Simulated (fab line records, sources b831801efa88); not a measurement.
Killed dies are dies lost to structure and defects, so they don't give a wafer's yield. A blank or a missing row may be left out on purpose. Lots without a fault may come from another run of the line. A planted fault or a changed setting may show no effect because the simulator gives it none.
Problem report in the 8D (eight disciplines) form, filled by code | flow gf180mcu | the parts of the form that need people (team, actions taken, sign-off) are left out

1. THE PROBLEM
run_length_s at GF_STI_WET_ETCH_17 reads a mean of 98 s on 6 wafers of 2 lots; wafers without a fault read 542 s with a standard deviation of 3.8. That is -99 or more standard deviations from the usual mean.
The step: etches Si3N4 in H3PO4, target depth 45 nm, time 514 s.
First seen on wafer L970.4, day 3 19:05, on wet_bench-03. The record holds 18 wafers of 6 lots with a number at this step. Rule for "out", or "out of limits": more than 4 standard deviations from the usual mean. The other wafers with a number count as sound.

2. WHAT IT IS AND WHAT IT IS NOT
question                    | is                     | is not
which readings at this step | run_length_s           | -
which lots                  | L970, L972             | L962, L963, L971, L979
which wafers of those lots  | all that have a number | -
read on which tools         | wet_bench-03           | wet_bench-01, wet_bench-02
when                        | from day 3 19:05       | up to then (6 sound wafers); but 6 sound wafers of L971, L979 came after

3. SUSPECTS, AND WHAT RULES EACH OUT
Counting: a tool at a process step up to the reading stays a suspect if it ran every lot that is out and no sound lot after the first of them.
- rie_diel-03 at GF_STI_ETCH_13 (etches the open film in CHF3/O2, stops on Si, target depth 282.31 nm, time 112.9 s): kept. It ran every lot that is out, first L970 (day 3 18:49), and no sound lot after that.
- rie_si-01 at GF_STI_ETCH_14 (etches Si in HBr/Cl2/O2, target depth 360 nm, time 102.9 s): ruled out as a lasting fault. Sound lots L979 ran on it after its first lot that is out, L970 (day 3 18:53).
- plasma_asher-02 at GF_STI_STRIP_15 (strips in O2/N2): kept. It ran every lot that is out, first L970 (day 3 19:00), and no sound lot after that; its last sound lot up to then is L963 (day 2 07:40).
- wet_bench-03 at GF_STI_WET_ETCH_17 (etches Si3N4 in H3PO4, target depth 45 nm, time 514 s): kept. It ran every lot that is out, first L970 (day 3 19:05), and no sound lot after that; its last sound lot up to then is L963 (day 2 07:47). Its own readings are out on those wafers: run_length_s.
Left after counting: rie_diel-03 at GF_STI_ETCH_13, plasma_asher-02 at GF_STI_STRIP_15, wet_bench-03 at GF_STI_WET_ETCH_17.

4. THE CAUSE (what the simulator had put in)
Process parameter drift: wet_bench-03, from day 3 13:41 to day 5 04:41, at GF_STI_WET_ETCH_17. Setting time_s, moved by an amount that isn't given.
Counting left 3 suspects, and this tool is among them.

5. THE CHAIN OF EFFECTS, in route order
Each row: a reading whose mean over the struck wafers that have a number lies more than 3 standard deviations from the usual. Only readings for which the record gives a usual standard deviation are gone through. hours: the time from each lot's start at the first step in this table that gives one to its start at this step, as a median over the lots. sigmas: the change in usual standard deviations.
hours | step               | reading      | usual | on struck wafers | change | sigmas
0     | GF_STI_WET_ETCH_17 | run_length_s | 542 s | 98               | -444   | -99 or more
The process steps in it:
- GF_STI_WET_ETCH_17: etches Si3N4 in H3PO4, target depth 45 nm, time 514 s.
Later measuring or inspecting steps at which every struck wafer that the step has a row for has a number for every such reading, and none has moved that far: GF_STI_THK_MEAS_22, GF_STI_THK_MEAS_24.

6. WHAT WOULD HAVE CAUGHT IT SOONER
In this record the first reading out of limits was taken at day 3 19:05, 5 hours after the fault began at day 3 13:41.
